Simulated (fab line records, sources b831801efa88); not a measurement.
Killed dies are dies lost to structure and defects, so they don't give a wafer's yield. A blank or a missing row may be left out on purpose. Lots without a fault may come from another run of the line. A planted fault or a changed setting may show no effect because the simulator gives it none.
fab line records | flow sky130
record lots=5 wafers=15 last_day=50
route steps=708 shown VIA2@527 METAL3@532 CAPM@537 PAD_OPEN@708
lots that met no fault: from a run of the same line without faults
start_h: hours from the record's first day to the start of the lot's first wafer shown | wait_h: hours since the lot's step before | " the same as in the row above | L1.1+2: a row that stands for several wafers | - no value, or no start given | * or withheld: withheld | < > ~ a bound
route shown NAME@n: a module of which the file shows steps, and the number in the route of the first | usual: mean/standard deviation of fault-free wafers | same: alike in all rows | chamber/n: place in a boat | sites: the reading at each site | _std_site: their standard deviation | _edge_site: outer sites' mean less inner sites' | radius_mm: how far each site lies from the wafer's centre | mask NAME#n: copy n | behind: the tool/chamber that last shaped the wafer | hold: why the lot was held/for how many hours/how that ended | device: the transistor (n, p or np) that didn't switch | end of line: the same wafers' tests at the end of the route | a step without rows: its recipe alone | killed: dies lost to structure and defects at the first sort, not the wafer's yield | map: a wafer's dies, x killed, . not, _ none there
set.NAME: the setting as run; set.NAME@STEP: as run at that earlier step | model.NAME: the simulator's own value behind a step, which no gauge read
lots at some steps of the route; a table a step, a row a wafer
services: from which hour (start_h, from the record's first day; less than 0 if before it) a tool's chamber was out of use, for how many hours, and why
## steps
# step SKY_VIA2_SPUTTER_20
# recipe material=TiN target_thk_nm=20 chamber_pressure_pa=5 power_w=4000 time_s=80
# step SKY_VIA2_CVD_21
# recipe material=W target_thk_nm=420 time_s=126.4 temp_c=400 pressure_torr=40
# step SKY_VIA2_RS_MEAS_22
# recipe thk_meas_gauge=four-point-probe reads=W_of_VIA2_CVD_21+TiN_of_VIA2_SPUTTER_20
# usual VIA2_W_RS=0.275/0.0031
# columns lot.wafer tool chamber start_h wait_h VIA2_W_RS[ohm/sq]
L934.3 film_metro-01 - 879.47 0.1 0.277
L934.5 " - " " 0.275
L934.6 " - " " 0.276
L941.1 film_metro-01 - 916.82 0.1 0.274
L941.2 " - " " 0.275
L941.3 " - " " 0.276
L945.1 film_metro-02 - 952.97 0.1 0.274
L945.2 " - " " 0.271
L945.6 " - " " 0.269
L951.1 film_metro-04 - 989.07 0.1 0.273
L951.2 " - " " 0.277
L951.3 " - " " 0.273
L954.3 film_metro-04 - 1000.63 0.1 0.278
L954.5 " - " " 0.274
L954.6 " - " " 0.281
# step SKY_VIA2_THK_MEAS_23
# recipe thk_meas_gauge=xrf reads=W_of_VIA2_CVD_21
# usual VIA2_W_THK=399/5.3
# columns lot.wafer tool chamber start_h wait_h VIA2_W_THK[nm]
L934.3 film_metro-01 - 879.57 0.1 395
L934.5 " - " " 395
L934.6 " - " " 397
L941.1 film_metro-01 - 916.94 0.1 401
L941.2 " - " " 398
L941.3 " - " " 399
L945.1 film_metro-02 - 953.09 0.1 399
L945.2 " - " " 405
L945.6 " - " " 408
L951.1 film_metro-04 - 989.19 0.1 400
L951.2 " - " " 395
L951.3 " - " " 402
L954.3 film_metro-04 - 1000.73 0.1 393
L954.5 " - " " 398
L954.6 " - " " 391
# step SKY_VIA2_CMP_24
# recipe stop_on=SiO2 t_overpolish_s=20 down_force_psi=3.5 platen_rpm=60 target_thk_nm=0 pad_velocity_m_s=0.94248
# usual motor_current_A=10.9/1 overpolish_run_s=20.000/0.0096 retaining_ring_pressure_frac=1.000/0.0047 time_to_endpoint_s=100/5.9
# columns lot.wafer tool chamber start_h wait_h motor_current_A overpolish_run_s retaining_ring_pressure_frac time_to_endpoint_s
L934.3 cmp-01 3 879.66 0.1 10.6 20.004 0.997 87
L934.6 " 2 " " 10.6 20.012 1.005 95
L934.5 " 3 " " 11.3 19.988 0.998 90
L941.2 cmp-01 2 917.00 0.0 10.4 19.997 0.999 97
L941.1 " 0 " " 11.1 20.006 1.000 94
L941.3 " 1 " " 10.1 20.016 1.013 91
L945.1 cmp-02 1 953.15 0.1 12.6 20.008 1.006 108
L945.2 " 2 " " 9.0 20.011 0.998 105
L945.6 " 1 " " 13.0 20.015 1.007 111
L951.3 cmp-01 3 989.25 0.0 11.7 20.003 1.009 103
L951.1 " 0 " " 10.6 19.995 0.995 104
L951.2 " 1 " " 10.8 20.008 1.003 100
L954.3 cmp-02 3 1000.82 0.1 10.5 20.004 0.998 103
L954.5 " 2 " " 9.3 19.999 0.999 101
L954.6 " 3 " " 10.8 20.022 1.000 99
# step SKY_METAL3_SPUTTER_00
# recipe material=Ti target_thk_nm=15 power_w=3000 time_s=10 chamber_pressure_pa=0.4
# step SKY_METAL3_SPUTTER_01
# recipe material=TiN target_thk_nm=20 power_w=6500 time_s=16.7 chamber_pressure_pa=0.4
# usual throttle_valve_pct=29.8/0.94
# columns lot.wafer tool chamber start_h wait_h throttle_valve_pct
L934.3 pvd_sputter-03 - 879.93 0.0 29.4
L934.5 " - " " 29.5
L934.6 " - " " 27.3
L941.1 pvd_sputter-04 - 917.32 0.0 29.3
L941.2 " - " " 29.9
L941.3 " - " " 30.4
L945.1 pvd_sputter-04 - 953.48 0.0 29.4
L945.2 " - " " 30.6
L945.6 " - " " 31.2
L951.1 pvd_sputter-03 - 989.58 0.0 29.4
L951.2 " - " " 29.7
L951.3 " - " " 29.4
L954.3 pvd_sputter-04 - 1001.10 0.0 31.0
L954.5 " - " " 29.7
L954.6 " - " " 29.7
# step SKY_METAL3_SPUTTER_02
# recipe material=AlCu target_thk_nm=735 power_w=10600 time_s=39.1 chamber_pressure_pa=0.4
# step SKY_METAL3_SPUTTER_03
# recipe material=Ti target_thk_nm=5 power_w=3000 time_s=3.3 chamber_pressure_pa=0.4
# usual throttle_valve_pct=29.9/0.92
# columns lot.wafer tool chamber start_h wait_h throttle_valve_pct
L934.3 pvd_sputter-03 - 879.99 0.0 29.7
L934.5 " - " " 29.5
L934.6 " - " " 27.3
L941.1 pvd_sputter-04 - 917.38 0.0 29.5
L941.2 " - " " 29.6
L941.3 " - " " 30.5
L945.1 pvd_sputter-04 - 953.54 0.0 29.6
L945.2 " - " " 30.8
L945.6 " - " " 31.0
L951.1 pvd_sputter-03 - 989.64 0.0 29.2
L951.2 " - " " 29.7
L951.3 " - " " 29.2
L954.3 pvd_sputter-04 - 1001.16 0.0 31.1
L954.5 " - " " 29.3
L954.6 " - " " 29.3
# step SKY_METAL3_SPUTTER_04
# recipe material=TiN target_thk_nm=70 power_w=6500 time_s=58.3 chamber_pressure_pa=0.4
# step SKY_CAPM_CVD_00
# recipe material=SiO2 target_thk_nm=15.5 temp_c=400 time_s=withheld rf_w=450
# usual heater_power_outer_w=425/130 heater_power_w=734/180
# columns lot.wafer tool chamber start_h wait_h heater_power_outer_w heater_power_w
L934.3 pecvd-03 0 880.06 0.0 449 826
L934.5 " 2 " " 332 543
L934.6 " 0 " " 452 857
L941.1 pecvd-04 1 917.45 0.0 362 631
L941.2 " 0 " " 457 748
L941.3 " 2 " " 496 860
L945.1 pecvd-02 1 953.61 0.0 369 641
L945.2 " 0 " " 329 631
L945.6 " 2 " " 764 1224
L951.1 pecvd-02 1 989.71 0.0 411 695
L951.2 " 2 " " 727 1156
L951.3 " 0 " " 252 526
L954.3 pecvd-04 1 1001.23 0.0 370 637
L954.5 " 0 " " 447 736
L954.6 " 1 " " 366 634
# step SKY_CAPM_THK_MEAS_01
# recipe reads=SiO2_of_CAPM_CVD_00
# usual CAPM_CVD_00_THK=15.39/0.25
# columns lot.wafer tool chamber start_h wait_h CAPM_CVD_00_THK[nm]
L934.3 film_metro-04 - 880.10 - 15.19
L934.5 " - " " 15.83
L934.6 " - " " 15.55
L941.1 film_metro-03 - 917.47 - 15.01
L941.2 " - " " 15.10
L941.3 " - " " 14.96
L945.1 film_metro-03 - 953.63 - 15.12
L945.2 " - " " 15.11
L945.6 " - " " 15.54
L951.1 film_metro-02 - 989.73 - 15.15
L951.2 " - " " 15.52
L951.3 " - " " 14.86
L954.3 film_metro-03 - 1001.27 - 15.23
L954.5 " - " " 15.55
L954.6 " - " " 15.66
# step SKY_CAPM_SPUTTER_02
# recipe material=TiN target_thk_nm=200 temp_c=300 power_w=6500 time_s=166.7 chamber_pressure_pa=0.4
# usual throttle_valve_pct=29.3/1
# columns lot.wafer tool chamber start_h wait_h throttle_valve_pct model.TiN_of_CAPM_SPUTTER_02.thk_nm
L934.3 pvd_sputter-04 - 880.14 0.0 30.7 201.5
L934.5 " - " " 31.2 203.5
L934.6 " - " " 29.5 201.6
L941.1 pvd_sputter-01 - 917.53 0.1 31.0 237.5
L941.2 " - " " 28.7 232.3
L941.3 " - " " 29.1 200.4
L945.1 pvd_sputter-03 - 953.69 0.1 29.3 200.1
L945.2 " - " " 29.3 200.4
L945.6 " - " " 27.4 201
L951.1 pvd_sputter-01 - 989.79 0.1 28.8 199.1
L951.2 " - " " 31.0 201.6
L951.3 " - " " 29.0 201
L954.3 pvd_sputter-01 - 1001.31 0.0 28.9 203.6
L954.5 " - " " 29.3 202.1
L954.6 " - " " 28.6 198
# step SKY_CAPM_RS_MEAS_03
# recipe thk_meas_gauge=four-point-probe reads=TiN_of_CAPM_SPUTTER_02
# usual CAPM_TIN_RS=6.89/0.058
# columns lot.wafer tool chamber start_h wait_h CAPM_TIN_RS[ohm/sq]
L934.3 film_metro-03 - 880.29 0.1 6.87
L934.5 " - " " 6.80
L934.6 " - " " 6.86
L941.1 film_metro-04 - 917.64 0.1 5.79
L941.2 " - " " 5.91
L941.3 " - " " 6.87
L945.1 film_metro-04 - 953.80 0.1 6.90
L945.2 " - " " 6.89
L945.6 " - " " 6.86
L951.1 film_metro-03 - 989.90 0.1 6.93
L951.2 " - " " 6.87
L951.3 " - " " 6.90
L954.3 film_metro-02 - 1001.46 0.1 6.81
L954.5 " - " " 6.86
L954.6 " - " " 7.00
# step SKY_CAPM_THK_MEAS_04
# recipe thk_meas_gauge=xrf reads=TiN_of_CAPM_SPUTTER_02
# usual CAPM_TIN_THK=200.6/1.8
# columns lot.wafer tool chamber start_h wait_h CAPM_TIN_THK[nm]
L934.3 film_metro-03 - 880.39 0.1 201.8
L934.5 " - " " 203.8
L934.6 " - " " 202.2
L941.1 film_metro-04 - 917.76 0.1 239.0
L941.2 " - " " 232.1
L941.3 " - " " 201.7
L945.1 film_metro-04 - 953.92 0.1 201.0
L945.2 " - " " 202.0
L945.6 " - " " 202.5
L951.1 film_metro-03 - 990.02 0.1 198.6
L951.2 " - " " 200.5
L951.3 " - " " 200.7
L954.3 film_metro-02 - 1001.56 0.1 202.4
L954.5 " - " " 202.2
L954.6 " - " " 197.9
# step SKY_CAPM_DEHYDRATE_05
# recipe temp_c=200 time_s=60
# step SKY_CAPM_HMDS_06
# recipe prime_time_s=60 prime_temp_c=120
# step SKY_CAPM_COAT_07
# recipe resist=NOVOLAK spin_rpm=3000 resist_thk_nm=1140
# step SKY_CAPM_SOFTBAKE_08
# recipe temp_c=90 time_s=60 resist=NOVOLAK
# step SKY_CAPM_EXPOSE_09
# recipe mask_id=CAPM na=0.6 source_shape=conventional sigma_outer=0.6 polarization=unpolarized target_cd_nm=1000 dose_mj=159
# step SKY_CAPM_PEB_10
# recipe temp_c=withheld time_s=* resist=NOVOLAK
# step SKY_CAPM_DEVELOP_11
# recipe resist=NOVOLAK developer=TMAH develop_time_s=60 dev_temp_c=23
# step SKY_CAPM_OVL_MEAS_12
# usual CAPM_OVL=-0.6/1.3
# columns lot.wafer tool chamber start_h wait_h CAPM_OVL[nm]
L934.3 overlay-02 - 905.07 0.1 0.6
L934.5 " - " " 1.4
L934.6 " - " " -0.2
L941.1 overlay-02 - 941.96 0.1 0.6
L941.2 " - " " 0.2
L941.3 " - " " 0.6
L945.1 overlay-02 - 977.48 0.1 0.3
L945.2 " - " " -0.2
L945.6 " - " " -0.8
L951.1 overlay-01 - 1013.18 0.1 -1.3
L951.2 " - " " 0.8
L951.3 " - " " -1.8
L954.3 overlay-01 - 1023.79 0.1 -1.2
L954.5 " - " " -0.8
L954.6 " - " " -1.4
# step SKY_CAPM_METAL_ETCH_13
# recipe target_depth_nm=220 stop_on=SiO2 chemistry=Cl2/BCl3 target=TiN pressure_mtorr=10 icp_w=900 bias_w=48.5 Cl2_flow_sccm=60 bcl3_flow_sccm=30 time_s=62.9
# usual drypump_motor_current_A=5.7/0.54 mfc_cl2_sccm=59.96/0.17 oes_product_au=0.942/0.0059 throttle_valve_pct=21.901/0.0096
# columns lot.wafer tool chamber start_h wait_h drypump_motor_current_A mfc_cl2_sccm oes_product_au rf_hours_counter_h throttle_valve_pct
L934.3 rie_metal-01 0 905.12 0.0 5.5 59.84 0.938 - 21.901
L934.5 " 1 " " 6.6 59.93 0.941 - 21.899
L934.6 " 0 " " 5.5 59.68 0.940 - 21.905
L941.1 rie_metal-03 1 942.00 0.0 5.1 59.94 0.998 11 21.853
L941.2 " 0 " " 5.5 60.04 1.008 7 21.844
L941.3 " 1 " " 5.1 59.85 0.950 - 21.910
L945.1 rie_metal-02 1 977.52 0.0 5.7 59.88 0.948 18 21.903
L945.2 " 1 " " 5.8 59.93 0.938 - 21.909
L945.6 " 1 " " 5.7 59.89 0.953 - 21.899
L951.1 rie_metal-03 0 1013.22 0.0 5.5 59.91 0.940 10 21.896
L951.2 " 1 " " 5.1 59.92 0.942 15 21.900
L951.3 " 1 " " 5.1 60.21 0.942 - 21.895
L954.3 rie_metal-01 1 1023.84 0.0 6.6 60.22 0.955 - 21.921
L954.5 " 0 " " 5.5 59.91 0.950 - 21.894
L954.6 " 1 " " 6.6 59.74 0.941 - 21.895
# step SKY_CAPM_STRIP_14
# recipe chemistry=O2/N2 power_w=1400 pressure_mtorr=1500 platen_temp_c=withheld o2_flow_sccm=3000 n2_flow_sccm=300 overash_fraction=0.5
# usual drypump_motor_current_A=5.74/0.16 oes_product_au=0.710/0.0042 strip_time_to_endpoint_s=12.63/0.051
# columns lot.wafer tool chamber start_h wait_h drypump_motor_current_A oes_product_au rf_hours_counter_h strip_time_to_endpoint_s
L934.3 plasma_asher-02 1 905.21 0.1 5.85 0.720 - 12.57
L934.5 " 0 " " 5.80 0.708 - 12.65
L934.6 " 1 " " 5.85 0.710 - 12.57
L941.1 plasma_asher-01 1 942.07 0.1 5.44 0.708 53 12.71
L941.2 " 0 " " 5.46 0.714 53 12.67
L941.3 " 0 " " 5.50 0.704 - 12.66
L945.1 plasma_asher-03 0 977.67 0.1 5.68 0.716 79 12.70
L945.2 " 1 " " 5.87 0.711 79 12.72
L945.6 " 0 " " 5.65 0.707 - 12.71
L951.1 plasma_asher-03 1 1013.29 0.1 5.86 0.706 82 12.70
L951.2 " 0 " " 5.70 0.706 82 12.66
L951.3 " 0 " " 5.71 0.708 - 12.64
L954.3 plasma_asher-02 0 1023.93 0.1 5.80 0.716 - 12.67
L954.5 " 1 " " 5.85 0.717 - 12.58
L954.6 " 0 " " 5.82 0.711 - 12.67
# step SKY_CAPM_STRIP_15
# recipe chemistry=post_etch_residue_remover time_s=1200 temp_c=72.5
# usual temp_c=72.52/0.12
# columns lot.wafer tool chamber start_h wait_h temp_c model.TiN_of_CAPM_SPUTTER_02.thk_nm
L934.3 wet_bench-03 2 905.27 0.0 72.33 201
L934.5 " 2 " " 72.54 203
L934.6 " 2 " " 72.56 201.2
L941.1 wet_bench-03 2 942.17 0.1 72.50 237.1
L941.2 " 2 " " 72.40 231.9
L941.3 " 2 " " 72.48 200
L945.1 wet_bench-03 1 977.77 0.1 72.67 199.7
L945.2 " 1 " " 72.52 200
L945.6 " 1 " " 72.67 200.6
L951.1 wet_bench-01 1 1013.39 0.1 72.34 198.7
L951.2 " 1 " " 72.35 201.2
L951.3 " 1 " " 72.47 200.6
L954.3 wet_bench-02 1 1023.99 0.0 72.52 203.2
L954.5 " 1 " " 72.50 201.7
L954.6 " 1 " " 72.63 197.6
# step SKY_CAPM_CLEAN_16
# recipe chemistry=IPA time_s=180 temp_c=25
# step SKY_PAD_OPEN_PROBE_99
# usual defect_limited_yield=82.5/1.9 killed_at_M0_to_M3=43/6.8 killed_at_M4_up=3.0/1.6 killed_at_contacts=25/6 killed_at_front_end=15/4.4 killed_at_other=0.3/0.52 killed_dies=86/9.6 killed_on_rim=17/3.5 killed_open=47/6.7 killed_short=39/6.8
# same gross_dies=492 killed_at_back_side=0
# columns lot.wafer tool chamber start_h wait_h defect_limited_yield[%] killed_at_M0_to_M3 killed_at_M4_up killed_at_contacts killed_at_front_end killed_at_other killed_dies killed_on_rim killed_open killed_short
L934.3 prober-02 - 1098.01 0.2 85.4 34 4 21 13 0 72 13 47 25
L934.5 prober-02 - 1098.11 0.2 84.6 35 3 26 12 0 76 21 42 34
L934.6 prober-02 - 1098.16 0.2 83.7 43 1 25 11 0 80 14 53 27
L941.1 prober-01 - 1129.99 0.1 0 42 3 24 28 395 492 96 47 51
L941.2 prober-01 - 1130.04 0.1 3.9 38 2 26 16 391 473 96 39 45
L941.3 prober-01 - 1130.09 0.2 82.5 32 5 35 14 0 86 17 44 42
L945.1 prober-01 - 1158.30 0.1 81.3 38 4 37 13 0 92 13 48 44
L945.2 prober-01 - 1158.35 0.1 80.5 46 4 31 15 0 96 21 52 44
L945.6 prober-01 - 1158.55 0.2 82.9 42 3 24 15 0 84 18 44 40
L951.1 prober-01 - 1185.13 0.1 82.3 41 2 22 22 0 87 13 43 44
L951.2 prober-01 - 1185.18 0.1 84.1 36 2 25 15 0 78 19 36 42
L951.3 prober-01 - 1185.23 0.2 83.9 40 1 25 13 0 79 14 44 35
L954.3 prober-02 - 1192.68 0.2 81.1 40 5 30 18 0 93 17 59 33
L954.5 prober-02 - 1192.78 0.2 80.5 46 2 30 18 0 96 17 54 41
L954.6 prober-02 - 1192.83 0.2 82.9 43 4 22 15 0 84 23 41 42
# killed by level:class
L934.3 CONTACT:geometric_particle:open=11 VIA2:geometric_particle:open=10 VIA1:geometric_particle:open=9 LI_CONTACT:geometric_particle:open=6 FIELD_ISO:geometric_particle:short=5 METAL4:geometric_particle:short=4 METAL1:geometric_particle:short=4 VIA3:geometric_particle:open=4
L934.5 CONTACT:geometric_particle:open=10 LI_CONTACT:geometric_particle:open=8 VIA2:geometric_particle:open=5 POLY_GATE:geometric_particle:open=5 VIA1:geometric_particle:short=5 METAL3:geometric_particle:short=5 VIA3:geometric_particle:open=5 LOCAL_INTERCONNECT:geometric_particle:short=4
L934.6 VIA1:geometric_particle:open=15 CONTACT:geometric_particle:open=11 VIA2:geometric_particle:open=8 VIA3:geometric_particle:open=6 METAL2:geometric_particle:short=6 FIELD_ISO:geometric_particle:open=5 LI_CONTACT:geometric_particle:open=5 LOCAL_INTERCONNECT:geometric_particle:short=5
L941.1 CAPM:area_etch=394 METAL2:geometric_particle:short=9 CONTACT:geometric_particle:open=9 VIA3:geometric_particle:open=7 METAL1:geometric_particle:short=6 FIELD_ISO:geometric_particle:short=5 POLY_GATE:geometric_particle:open=5 LI_CONTACT:geometric_particle:open=5
L941.2 CAPM:area_etch=389 LI_CONTACT:geometric_particle:open=8 VIA1:geometric_particle:open=7 CONTACT:geometric_particle:open=6 VIA1:geometric_particle:short=6 VIA3:geometric_particle:open=5 CONTACT:geometric_particle:short=5 METAL1:geometric_particle:short=5
L941.3 LI_CONTACT:geometric_particle:open=17 VIA1:geometric_particle:short=7 FIELD_ISO:geometric_particle:open=5 POLY_GATE:geometric_particle:open=4 LI_CONTACT:geometric_particle:short=4 LOCAL_INTERCONNECT:geometric_particle:short=4 CONTACT:geometric_particle:open=4 CONTACT:geometric_particle:short=4
L945.1 CONTACT:geometric_particle:open=11 VIA1:geometric_particle:open=10 LI_CONTACT:geometric_particle:open=9 CONTACT:geometric_particle:short=6 VIA1:geometric_particle:short=6 LOCAL_INTERCONNECT:geometric_particle:short=5 VIA3:geometric_particle:open=5 FIELD_ISO:geometric_particle:short=4
L945.2 CONTACT:geometric_particle:open=11 VIA3:geometric_particle:open=9 VIA1:geometric_particle:open=7 CONTACT:geometric_particle:short=7 POLY_GATE:geometric_particle:open=6 METAL3:geometric_particle:short=6 LI_CONTACT:geometric_particle:open=5 LOCAL_INTERCONNECT:geometric_particle:short=5
L945.6 VIA1:geometric_particle:open=11 CONTACT:geometric_particle:open=7 METAL2:geometric_particle:short=7 LOCAL_INTERCONNECT:geometric_particle:short=6 VIA2:geometric_particle:open=6 METAL1:geometric_particle:short=5 POLY_GATE:geometric_particle:short=4 LI_CONTACT:geometric_particle:open=4
L951.1 VIA1:geometric_particle:open=7 LOCAL_INTERCONNECT:geometric_particle:short=6 VIA2:geometric_particle:open=6 FIELD_ISO:geometric_particle:open=5 POLY_GATE:geometric_particle:short=5 SPACER:geometric_particle:short=5 CONTACT:geometric_particle:open=5 METAL1:geometric_particle:open=5
L951.2 LI_CONTACT:geometric_particle:open=10 VIA2:geometric_particle:open=7 CONTACT:geometric_particle:short=5 CONTACT:geometric_particle:open=5 VIA1:geometric_particle:open=5 FIELD_ISO:geometric_particle:short=4 POLY_GATE:geometric_particle:open=4 VIA3:geometric_particle:open=4
L951.3 CONTACT:geometric_particle:open=11 VIA1:geometric_particle:open=9 METAL2:geometric_particle:short=7 POLY_GATE:geometric_particle:open=6 VIA1:geometric_particle:short=6 VIA2:geometric_particle:open=6 CONTACT:geometric_particle:short=4 POLY_GATE:geometric_particle:short=4
L954.3 VIA1:geometric_particle:open=15 CONTACT:geometric_particle:open=10 LI_CONTACT:geometric_particle:open=9 VIA2:geometric_particle:open=8 FIELD_ISO:geometric_particle:open=5 METAL1:geometric_particle:short=4 METAL2:geometric_particle:short=4 FIELD_ISO:geometric_particle:short=3
L954.5 VIA1:geometric_particle:open=10 LI_CONTACT:geometric_particle:open=9 VIA3:geometric_particle:open=9 CONTACT:geometric_particle:open=7 LOCAL_INTERCONNECT:geometric_particle:short=7 VIA2:geometric_particle:open=5 CONTACT:geometric_particle:short=4 VIA1:geometric_particle:short=4
L954.6 VIA1:geometric_particle:open=12 CONTACT:geometric_particle:open=8 FIELD_ISO:geometric_particle:short=7 VIA3:geometric_particle:open=7 VIA3:geometric_particle:short=6 VIA1:geometric_particle:short=5 LI_CONTACT:geometric_particle:open=4 LOCAL_INTERCONNECT:geometric_particle:short=4
# map L941.1 (x killed, . not)
__________xxxxxxxxxx_________
________xxxxxxxxxxxxxx_______
______xxxxxxxxxxxxxxxxxx_____
_____xxxxxxxxxxxxxxxxxxxx____
____xxxxxxxxxxxxxxxxxxxxxx___
___xxxxxxxxxxxxxxxxxxxxxxxx__
__xxxxxxxxxxxxxxxxxxxxxxxxxx_
_xxxxxxxxxxxxxxxxxxxxxxxxxxxx
_xxxxxxxxxxxxxxxxxxxxxxxxxxxx
_xxxxxxxxxxxxxxxxxxxxxxxxxxxx
_xxxxxxxxxxxxxxxxxxxxxxxxxxxx
_xxxxxxxxxxxxxxxxxxxxxxxxxxxx
_xxxxxxxxxxxxxxxxxxxxxxxxxxxx
_xxxxxxxxxxxxxxxxxxxxxxxxxxxx
_xxxxxxxxxxxxxxxxxxxxxxxxxxxx
__xxxxxxxxxxxxxxxxxxxxxxxxxx_
___xxxxxxxxxxxxxxxxxxxxxxxx__
____xxxxxxxxxxxxxxxxxxxxxx___
_____xxxxxxxxxxxxxxxxxxxx____
______xxxxxxxxxxxxxxxxxx_____
________xxxxxxxxxxxxxx_______
__________xxxxxxxxxx_________
# map L954.5 (x killed, . not)
__________........x._________
________....x........._______
______x.x..............._____
_____.........xx.....x.x.____
____.x..........xx...x.x..___
___x..x.xx....x.......x....__
__x.......xx.x...x..xx.x...._
_.x.xx.....x........x..x.....
_..........xx.x....x......xx.
_x.x.........................
_.....x..x....x........xx....
_..xx..x..x.........x.x.....x
_..x.....x.x.............x...
_x..x..x...........x.xx....x.
_.......x.x..x.x.....x.x...x.
__..x.......xxx...x..x..x..x_
___x.............xxx.......__
____xx..x...x....x.x......___
_____....................____
______..xx.x.....x......_____
________...x...x..x..._______
__________.........._________
## services
# columns tool chamber start_h hours kind
pvd_sputter-01 - 856.72 1.9 repair
plasma_asher-01 - 859.76 8.6 pm
cmp-01 - 863.14 1.3 repair
pecvd-04 0 864.48 5.5 scheduled_down
cmp-01 - 868.30 3.6 pm
rie_metal-01 1 884.01 - clean
rie_metal-01 1 884.01 16.7 scheduled_down
rie_metal-01 1 884.01 16.7 vent_cycle
plasma_asher-02 - 895.00 3.8 repair
cmp-02 - 904.36 15.7 pm
plasma_asher-02 - 910.70 5.7 repair
cmp-02 - 920.02 6.2 pm
cmp-02 - 926.20 4.0 pm
cmp-02 - 930.20 - consumable_replace:conditioner
cmp-01 - 932.08 3.0 repair
wet_bench-03 - 934.10 0.7 repair
cmp-02 - 935.11 6.6 pm
rie_metal-02 - 937.76 2.8 pm
pecvd-03 - 944.67 0.5 repair
rie_metal-01 - 948.34 1.4 pm
plasma_asher-01 - 971.88 0.8 repair
wet_bench-03 - 993.08 43.3 pm
pecvd-03 - 1000.83 6.0 pm
pecvd-04 - 1012.72 6.6 repair
## key
first_sign step=SKY_CAPM_RS_MEAS_03 reading=CAPM_TIN_RS direction=down sigmas=18 usual=6.89 struck=5.85
effect step=SKY_CAPM_THK_MEAS_04 reading=CAPM_TIN_THK direction=up sigmas=19 usual=200.6 struck=235.5
effect step=SKY_CAPM_METAL_ETCH_13 reading=oes_product_au direction=up sigmas=10 usual=0.942 struck=1.003
effect step=SKY_PAD_OPEN_PROBE_99 reading=killed_at_other direction=up sigmas=99+ usual=0.3 struck=393
model_effect step=SKY_CAPM_SPUTTER_02 value=TiN_of_CAPM_SPUTTER_02.thk_nm without=199.1 struck=234.9
model_effect step=SKY_CAPM_STRIP_15 value=TiN_of_CAPM_SPUTTER_02.thk_nm without=198.6 struck=234.5
more_kills_born_at SKY_CAPM_METAL_ETCH_13@rie_metal-03=783
met_at SKY_CAPM_SPUTTER_02
struck_wafers L941.1,L941.2
later_rows_left_out L941.1,L941.2
fault kind=process_parameter_drift tool=pvd_sputter-01 chamber=- onset_h=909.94 steps=SKY_CAPM_SPUTTER_02 channel=target_thk_nm offset=35.837 shape=step end_h=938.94 scope=struck_wafers_only acts_in=these_recipes_only stated=200
# later_rows_left_out: the simulator's readings of these wafers behind a module that went badly wrong aren't trusted and aren't shown, but for the sort
